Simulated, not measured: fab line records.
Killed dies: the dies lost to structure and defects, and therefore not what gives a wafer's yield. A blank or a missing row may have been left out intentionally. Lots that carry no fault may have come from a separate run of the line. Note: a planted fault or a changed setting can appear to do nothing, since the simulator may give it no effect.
fab line records -- flow gf180mcu
record lots=12, wafers=36, last_day=34
route steps=602 shown HV_LDD@195 PSD@255 SAB@273 M1@315
lots untouched by any fault: they come from a run of this same line in which no faults occurred
start_h: hours from the record's first day to the start of the lot's first wafer shown -- wait_h: how many hours have passed since the lot's step before this one -- " as in the row above -- L1.1+2: a single row standing in for several wafers -- - no value, or no start given -- * or withheld: withheld -- < > ~ a bound
route shown NAME@n: a module of which the file shows steps, and the number in the route of the first -- usual: average and standard deviation across the fault-free wafers -- same: alike in all rows -- chamber/n: place in a boat -- sites: the reading at each site -- _std_site: standard deviation of those values -- _edge_site: mean of outer sites minus mean of inner sites -- radius_mm: for every site, how far away it sits from the centre of the wafer -- mask NAME#n: copy n -- behind: tool/chamber where the wafer was last shaped -- hold: why the lot went on hold/how many hours it stayed there/how the hold came to an end -- device: whichever transistor did not switch (one of n, p or np) -- end of line: the tests these same wafers got at the end of their route -- a step without rows: its recipe alone -- killed: dies that structure and defects cost at the first sort, which is not the same as the wafer's yield -- map: per-die view of a wafer (x killed, . not killed, _ where there is no die)
set.NAME: the run value of the setting; set.NAME@STEP: its run value at that earlier step -- model.NAME: the simulator's own value behind a step, which no gauge read
steps of the route over a sample of lots; a table a step, a row a wafer
services: a tool's chamber out of use, with start hour (start_h, from the record's first day; less than 0 if before it), hours out, and reason
## steps
# step GF_HV_LDD_CD_MEAS_19
# recipe target_cd_nm=400
# usual cd_nm=399.1/2.3
lot.wafer,tool,chamber,start_h,wait_h,cd_nm
L541.3,cd_sem-02,-,243.83,0.1,401.5
L541.5,cd_sem-02,-,243.83,0.1,404.9
L541.6,cd_sem-02,-,243.83,0.1,402.1
L544.1,cd_sem-01,-,271.94,0.1,405.4
L544.5,cd_sem-01,-,271.94,0.1,404.0
L544.6,cd_sem-01,-,271.94,0.1,405.5
L545.1,cd_sem-02,-,284.78,0.1,399.9
L545.2,cd_sem-02,-,284.78,0.1,398.3
L545.3,cd_sem-02,-,284.78,0.1,396.6
L546.1,cd_sem-02,-,291.68,0.1,397.4
L546.4,cd_sem-02,-,291.68,0.1,397.4
L546.5,cd_sem-02,-,291.68,0.1,398.0
L548.2,cd_sem-02,-,303.71,0.1,399.8
L548.3,cd_sem-02,-,303.71,0.1,400.0
L548.6,cd_sem-02,-,303.71,0.1,400.2
L552.1,cd_sem-02,-,326.73,0.1,397.8
L552.3,cd_sem-02,-,326.73,0.1,398.8
L552.5,cd_sem-02,-,326.73,0.1,399.7
L554.1,cd_sem-02,-,341.04,0.1,398.5
L554.4,cd_sem-02,-,341.04,0.1,398.4
L554.5,cd_sem-02,-,341.04,0.1,398.5
L557.1,cd_sem-01,-,363.68,0.1,397.6
L557.3,cd_sem-01,-,363.68,0.1,397.7
L557.6,cd_sem-01,-,363.68,0.1,397.1
L558.3,cd_sem-01,-,370.37,0.1,402.0
L558.4,cd_sem-01,-,370.37,0.1,401.1
L558.5,cd_sem-01,-,370.37,0.1,401.1
L559.2,cd_sem-01,-,376.86,0.1,399.2
L559.4,cd_sem-01,-,376.86,0.1,399.3
L559.5,cd_sem-01,-,376.86,0.1,401.4
L560.2,cd_sem-02,-,384.85,0.1,397.4
L560.5,cd_sem-02,-,384.85,0.1,397.8
L560.6,cd_sem-02,-,384.85,0.1,398.8
L562.4,cd_sem-01,-,396.94,0.1,399.9
L562.5,cd_sem-01,-,396.94,0.1,400.0
L562.6,cd_sem-01,-,396.94,0.1,397.5
# step GF_PSD_CD_MEAS_07
# recipe target_cd_nm=400
# usual cd_nm=398.9/2.2
lot.wafer,tool,chamber,start_h,wait_h,cd_nm
L541.3,cd_sem-01,-,327.07,0.1,395.1
L541.5,cd_sem-01,-,327.07,0.1,393.9
L541.6,cd_sem-01,-,327.07,0.1,395.7
L544.1,cd_sem-02,-,357.29,0.1,399.8
L544.5,cd_sem-02,-,357.29,0.1,400.7
L544.6,cd_sem-02,-,357.29,0.1,400.3
L545.1,cd_sem-02,-,371.23,0.1,396.6
L545.2,cd_sem-02,-,371.23,0.1,397.3
L545.3,cd_sem-02,-,371.23,0.1,396.8
L546.1,cd_sem-02,-,378.58,0.1,397.6
L546.4,cd_sem-02,-,378.58,0.1,397.7
L546.5,cd_sem-02,-,378.58,0.1,397.4
L548.2,cd_sem-01,-,395.41,0.1,401.1
L548.3,cd_sem-01,-,395.41,0.1,401.8
L548.6,cd_sem-01,-,395.41,0.1,400.2
L552.1,cd_sem-02,-,423.99,0.1,401.1
L552.3,cd_sem-02,-,423.99,0.1,401.5
L552.5,cd_sem-02,-,423.99,0.1,403.5
L554.1,cd_sem-01,-,439.93,0.1,399.7
L554.4,cd_sem-01,-,439.93,0.1,398.1
L554.5,cd_sem-01,-,439.93,0.1,399.0
L557.1,cd_sem-02,-,462.49,0.1,398.4
L557.3,cd_sem-02,-,462.49,0.1,397.7
L557.6,cd_sem-02,-,462.49,0.1,395.5
L558.3,cd_sem-02,-,471.72,0.1,396.6
L558.4,cd_sem-02,-,471.72,0.1,399.8
L558.5,cd_sem-02,-,471.72,0.1,396.2
L559.2,cd_sem-01,-,476.05,0.1,403.5
L559.4,cd_sem-01,-,476.05,0.1,404.0
L559.5,cd_sem-01,-,476.05,0.1,402.0
L560.2,cd_sem-01,-,485.43,0.1,398.1
L560.5,cd_sem-01,-,485.43,0.1,397.5
L560.6,cd_sem-01,-,485.43,0.1,397.6
L562.4,cd_sem-02,-,499.75,0.1,397.4
L562.5,cd_sem-02,-,499.75,0.1,396.8
L562.6,cd_sem-02,-,499.75,0.1,399.7
# step GF_SAB_CD_MEAS_09
# recipe target_cd_nm=420
# usual cd_nm=420.4/2.2
lot.wafer,tool,chamber,start_h,wait_h,cd_nm
L541.3,cd_sem-01,-,348.76,0.1,419.0
L541.5,cd_sem-01,-,348.76,0.1,423.2
L541.6,cd_sem-01,-,348.76,0.1,422.0
L544.1,cd_sem-02,-,379.09,0.1,418.3
L544.5,cd_sem-02,-,379.09,0.1,419.9
L544.6,cd_sem-02,-,379.09,0.1,417.3
L545.1,cd_sem-02,-,393.47,0.1,420.4
L545.2,cd_sem-02,-,393.47,0.1,422.6
L545.3,cd_sem-02,-,393.47,0.1,421.4
L546.1,cd_sem-01,-,401.14,0.1,421.0
L546.4,cd_sem-01,-,401.14,0.1,420.1
L546.5,cd_sem-01,-,401.14,0.1,419.0
L548.2,cd_sem-01,-,419.04,0.1,419.3
L548.3,cd_sem-01,-,419.04,0.1,419.4
L548.6,cd_sem-01,-,419.04,0.1,420.0
L552.1,cd_sem-01,-,449.29,0.1,422.6
L552.3,cd_sem-01,-,449.29,0.1,421.7
L552.5,cd_sem-01,-,449.29,0.1,420.7
L554.1,cd_sem-02,-,465.58,0.1,424.1
L554.4,cd_sem-02,-,465.58,0.1,422.6
L554.5,cd_sem-02,-,465.58,0.1,421.9
L557.1,cd_sem-02,-,488.56,0.1,421.2
L557.3,cd_sem-02,-,488.56,0.1,423.0
L557.6,cd_sem-02,-,488.56,0.1,424.5
L558.3,cd_sem-02,-,496.48,0.1,419.1
L558.4,cd_sem-02,-,496.48,0.1,419.1
L558.5,cd_sem-02,-,496.48,0.1,418.7
L559.2,cd_sem-02,-,500.60,0.1,418.7
L559.4,cd_sem-02,-,500.60,0.1,420.4
L559.5,cd_sem-02,-,500.60,0.1,419.5
L560.2,cd_sem-02,-,509.78,0.1,418.1
L560.5,cd_sem-02,-,509.78,0.1,417.8
L560.6,cd_sem-02,-,509.78,0.1,420.0
L562.4,cd_sem-02,-,524.00,0.1,418.5
L562.5,cd_sem-02,-,524.00,0.1,420.4
L562.6,cd_sem-02,-,524.00,0.1,420.1
# step GF_M1_SPUTTER_00
# recipe material=Ti, target_thk_nm=37.5, arriving_ion_energy_ev=80, substrate_temp_c=200, chamber_pressure_pa=2, power_w=4000, time_s=150
# usual throttle_valve_pct=30.0/0.95
lot.wafer,tool,chamber,start_h,wait_h,throttle_valve_pct
L541.3,pvd_sputter-02,-,373.16,0.2,30.9
L541.5,pvd_sputter-02,-,373.16,0.2,31.5
L541.6,pvd_sputter-02,-,373.16,0.2,29.1
L544.1,pvd_sputter-02,-,404.68,0.1,28.8
L544.5,pvd_sputter-02,-,404.68,0.1,29.0
L544.6,pvd_sputter-02,-,404.68,0.1,30.7
L545.1,pvd_sputter-04,-,419.69,0.1,29.7
L545.2,pvd_sputter-04,-,419.69,0.1,29.3
L545.3,pvd_sputter-04,-,419.69,0.1,28.9
L546.1,pvd_sputter-04,-,427.30,0.1,29.6
L546.4,pvd_sputter-04,-,427.30,0.1,29.7
L546.5,pvd_sputter-04,-,427.30,0.1,31.4
L548.2,pvd_sputter-04,-,446.68,0.1,29.7
L548.3,pvd_sputter-04,-,446.68,0.1,29.6
L548.6,pvd_sputter-04,-,446.68,0.1,31.4
L552.1,pvd_sputter-04,-,477.15,0.2,29.1
L552.3,pvd_sputter-04,-,477.15,0.2,31.7
L552.5,pvd_sputter-04,-,477.15,0.2,31.8
L554.1,pvd_sputter-03,-,493.33,0.1,30.2
L554.4,pvd_sputter-03,-,493.33,0.1,29.5
L554.5,pvd_sputter-03,-,493.33,0.1,28.6
L557.1,pvd_sputter-03,-,515.89,0.2,30.1
L557.3,pvd_sputter-03,-,515.89,0.2,29.7
L557.6,pvd_sputter-03,-,515.89,0.2,28.7
L558.3,pvd_sputter-03,-,522.39,0.1,30.5
L558.4,pvd_sputter-03,-,522.39,0.1,29.0
L558.5,pvd_sputter-03,-,522.39,0.1,28.9
L559.2,pvd_sputter-03,-,527.03,0.2,30.1
L559.4,pvd_sputter-03,-,527.03,0.2,28.6
L559.5,pvd_sputter-03,-,527.03,0.2,29.7
L560.2,pvd_sputter-04,-,536.07,0.1,29.7
L560.5,pvd_sputter-04,-,536.07,0.1,29.8
L560.6,pvd_sputter-04,-,536.07,0.1,28.9
L562.4,pvd_sputter-04,-,549.47,0.1,28.9
L562.5,pvd_sputter-04,-,549.47,0.1,28.6
L562.6,pvd_sputter-04,-,549.47,0.1,31.5
# step GF_M1_RS_MEAS_05
# recipe thk_meas_gauge=four-point-probe, reads=TiN_of_M1_SPUTTER_04+Ti_of_M1_SPUTTER_03+AlCu_of_M1_SPUTTER_02+TiN_of_M1_SPUTTER_01+Ti_of_M1_SPUTTER_00
# usual M1_ALCU_RS=0.0697/0.00097
lot.wafer,tool,chamber,start_h,wait_h,hold,M1_ALCU_RS[ohm/sq]
L541.3,film_metro-03,-,373.51,0.1,-,0.0704
L541.5,film_metro-03,-,373.51,0.1,-,0.0711
L541.6,film_metro-03,-,373.51,0.1,-,0.0709
L544.1,film_metro-04,-,404.90,0.0,-,0.0694
L544.5,film_metro-04,-,404.90,0.0,-,0.0699
L544.6,film_metro-04,-,404.90,0.0,-,0.0694
L545.1,film_metro-02,-,419.91,0.0,-,0.0692
L545.2,film_metro-02,-,419.91,0.0,-,0.0704
L545.3,film_metro-02,-,419.91,0.0,-,0.0685
L546.1,film_metro-04,-,427.52,0.0,-,0.0688
L546.4,film_metro-04,-,427.52,0.0,-,0.0679
L546.5,film_metro-04,-,427.52,0.0,-,0.0681
L548.2,film_metro-02,-,446.92,0.0,await_dispo/0.2h/release,0.0682
L548.3,film_metro-02,-,446.92,0.0,await_dispo/0.2h/release,0.0691
L548.6,film_metro-02,-,446.92,0.0,await_dispo/0.2h/release,0.0691
L548.2,film_metro-02,-,447.21,0.3,-,0.0683
L548.3,film_metro-02,-,447.21,0.3,-,0.0690
L548.6,film_metro-02,-,447.21,0.3,-,0.0691
L552.1,film_metro-02,-,477.37,0.0,await_dispo/0.2h/release,0.0681
L552.3,film_metro-02,-,477.37,0.0,await_dispo/0.2h/release,0.0686
L552.5,film_metro-02,-,477.37,0.0,await_dispo/0.2h/release,0.0690
L552.1,film_metro-02,-,477.66,0.3,-,0.0682
L552.3,film_metro-02,-,477.66,0.3,-,0.0688
L552.5,film_metro-02,-,477.66,0.3,-,0.0690
L554.1,film_metro-03,-,493.55,0.0,-,0.0692
L554.4,film_metro-03,-,493.55,0.0,-,0.0701
L554.5,film_metro-03,-,493.55,0.0,-,0.0699
L557.1,film_metro-03,-,516.13,0.0,-,0.0679
L557.3,film_metro-03,-,516.13,0.0,-,0.0698
L557.6,film_metro-03,-,516.13,0.0,-,0.0694
L558.3,film_metro-02,-,522.67,0.1,-,0.0696
L558.4,film_metro-02,-,522.67,0.1,-,0.0706
L558.5,film_metro-02,-,522.67,0.1,-,0.0697
L559.2,film_metro-02,-,527.27,0.0,-,0.0684
L559.4,film_metro-02,-,527.27,0.0,-,0.0701
L559.5,film_metro-02,-,527.27,0.0,-,0.0697
L560.2,film_metro-04,-,536.31,0.0,-,0.0690
L560.5,film_metro-04,-,536.31,0.0,-,0.0690
L560.6,film_metro-04,-,536.31,0.0,-,0.0690
L562.4,film_metro-03,-,549.75,0.1,-,0.0698
L562.5,film_metro-03,-,549.75,0.1,-,0.0704
L562.6,film_metro-03,-,549.75,0.1,-,0.0704
## services
tool,chamber,start_h,hours,kind
pvd_sputter-02,-,352.79,3.0,repair
pvd_sputter-04,1,376.94,-,consumable_replace:kit
pvd_sputter-04,1,376.94,18.0,scheduled_down
pvd_sputter-04,1,376.94,18.0,vent_cycle
pvd_sputter-03,0,381.56,-,consumable_replace:kit
pvd_sputter-03,0,381.56,18.0,scheduled_down
pvd_sputter-03,0,381.56,18.0,vent_cycle
pvd_sputter-03,-,396.09,1.1,repair
pvd_sputter-02,1,427.42,-,consumable_replace:kit
pvd_sputter-02,1,427.42,18.0,scheduled_down
pvd_sputter-02,1,427.42,18.0,vent_cycle
pvd_sputter-04,-,454.96,22.1,repair
pvd_sputter-04,-,479.88,1.1,repair
pvd_sputter-04,-,481.09,0.7,repair
pvd_sputter-04,-,520.94,4.1,repair
## key
first_sign step=GF_M1_RS_MEAS_05, reading=visit, direction=added
effect none on later readings
met_at GF_M1_SPUTTER_00
struck_lots L548,L552
not_acting_at GF_HV_LDD_CD_MEAS_19,GF_PSD_CD_MEAS_07,GF_SAB_CD_MEAS_09
onset_between 427.30 446.68
fault kind=process_parameter_drift, tool=pvd_sputter-04, chamber=-, onset_h=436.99, steps=GF_M1_SPUTTER_00, channel=target_thk_nm, offset=24.396, shape=step, end_h=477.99, acts_in=these_recipes_only, stated=37.5
